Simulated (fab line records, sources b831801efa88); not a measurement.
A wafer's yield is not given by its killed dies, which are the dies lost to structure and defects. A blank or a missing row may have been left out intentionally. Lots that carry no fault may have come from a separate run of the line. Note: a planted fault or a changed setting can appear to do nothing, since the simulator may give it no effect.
A single fault, viewed from 2 desks :: flow sky130 :: each desk holds nothing but its own numbers, with what lay behind them at the end

== AT THE TOOL OWNER'S DESK: lpcvd-02 ==
The tool's own readings at SKY_POLY_GATE_CVD_03 (deposits Si3N4 from DCS/NH3, target thk 75 nm, time 1290 s): means of the sampled wafers that have a number, for each lot that ran on this tool. Any lot whose mean is over 4 standard deviations away from the usual mean is out of limits and marked OUT; that distance is given in the brackets.
Columns: A = spikeTcBottomC at SKY_POLY_GATE_CVD_03, usual 789.4 C; B = spikeTcCentreC at SKY_POLY_GATE_CVD_03, usual 771.6 C; C = spikeTcLowerC at SKY_POLY_GATE_CVD_03, usual 770.3 C; D = spikeTcTopC at SKY_POLY_GATE_CVD_03, usual 784.1 C; E = zonePowerBottomPct at SKY_POLY_GATE_CVD_03, usual 17.6 %; F = zonePowerLowerPct at SKY_POLY_GATE_CVD_03, usual 10.70 %
lot: L959
first seen here: day 14 21:40
A: 787.4
B: 770.4
C: 769.5
D: 783.1
E: 16.7
F: 10.54

lot: L964
first seen here: day 17 05:13
A: 798.2
B: 776.7
C: 733.2 (-34) OUT
D: 785.0
E: 22.8 (+4.7) OUT
F: 2.14 (-39) OUT

lot: L972
first seen here: day 20 06:46
A: 787.3
B: 770.6
C: 769.5
D: 782.9
E: 16.9
F: 10.63

lot: L974
first seen here: day 20 11:55
A: 787.3
B: 771.1
C: 770.0
D: 783.2
E: 16.7
F: 10.69

lot: L975
first seen here: day 20 20:14
A: 788.6
B: 770.8
C: 770.3
D: 783.3
E: 16.6
F: 10.67

lot: L976
first seen here: day 21 12:22
A: 791.9
B: 773.0
C: 770.7
D: 785.9
E: 19.0
F: 10.99

lot: L978
first seen here: day 22 13:50
A: 786.6
B: 772.1
C: 769.6
D: 782.9
E: 16.9
F: 10.53

lot: L979
first seen here: day 22 17:41
A: 792.8
B: 772.0
C: 769.1
D: 785.6
E: 19.0
F: 10.92

lot: L980
first seen here: day 22 23:01
A: 792.7
B: 772.3
C: 769.5
D: 785.1
E: 19.1
F: 11.01

lot: L981
first seen here: day 23 05:34
A: 787.9
B: 770.6
C: 770.7
D: 783.5
E: 16.7
F: 10.58
This desk's finding: out of limits on L964; first on L964, day 17 05:13 (spikeTcLowerC at SKY_POLY_GATE_CVD_03). L959, L972, L974, L975, L976, L978, L979, L980, L981 stayed within limits.

== FROM THE METROLOGY DESK ==
What the gauges read, lot by lot, whatever tool the lot ran on: means of the sampled wafers that have a number. Any lot whose mean is over 4 standard deviations away from the usual mean is out of limits and marked OUT; that distance is given in the brackets.
Columns: A = VT_ADJUST_PCH_TW at SKY_VT_ADJUST_PCH_TW_MEAS_10, usual 143.0; B = SONOS_TUNNEL_OVL at SKY_SONOS_TUNNEL_OVL_MEAS_08, usual 1.0 nm; C = SONOS_ONO_CVD_04_THK at SKY_SONOS_ONO_THK_MEAS_05, usual 5.74 nm; D = POLY_GATE_CVD_03_THK at SKY_POLY_GATE_THK_MEAS_04, usual 74.9 nm
lot: L959
first seen here: day 10 07:30
A: 142.2
B: 1.3
C: 5.78
D: 75.2

lot: L964
first seen here: day 12 05:22
A: 143.5
B: 2.0
C: 5.55
D: 55.5 (-29) OUT

lot: L972
first seen here: day 14 19:32
A: 143.0
B: 1.3
C: 5.74
D: 75.2

lot: L974
first seen here: day 15 02:38
A: 143.2
B: 0.7
C: 5.78
D: 74.8

lot: L975
first seen here: day 15 06:08
A: 143.3
B: 1.8
C: 5.73
D: 73.9

lot: L976
first seen here: day 15 21:21
A: 143.3
B: 0.5
C: 5.83
D: 74.5

lot: L978
first seen here: day 17 00:44
A: 142.6
B: -0.7
C: 5.62
D: 74.4

lot: L979
first seen here: day 17 01:34
A: 142.6
B: -0.5
C: 5.64
D: 75.1

lot: L980
first seen here: day 17 07:02
A: 143.0
B: 2.2
C: 5.74
D: 75.3

lot: L981
first seen here: day 17 15:12
A: 143.4
B: 2.7
C: 5.89
D: 74.4
This desk's result: L964 out of limits, first on L964 (POLY_GATE_CVD_03_THK at SKY_POLY_GATE_THK_MEAS_04), day 17 06:35. L959, L972, L974, L975, L976, L978, L979, L980, L981 stayed within limits.

== BROUGHT TOGETHER ==
The tool owner's desk had the chance to raise an alarm at day 17 05:13 on L964.
L964 would have let the metrology desk raise an alarm at day 17 06:35.
On lpcvd-02, each named lot ran SKY_POLY_GATE_CVD_03.

== WHAT WAS PUT IN BY THE SIMULATOR ==
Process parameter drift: lpcvd-02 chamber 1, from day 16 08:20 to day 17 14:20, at SKY_POLY_GATE_CVD_03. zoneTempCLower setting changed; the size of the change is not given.
Lots struck among those shown: L964.
Time in hours from fault onset to the first out-of-limits reading at each desk: tool owner's desk 21, metrology desk 22.
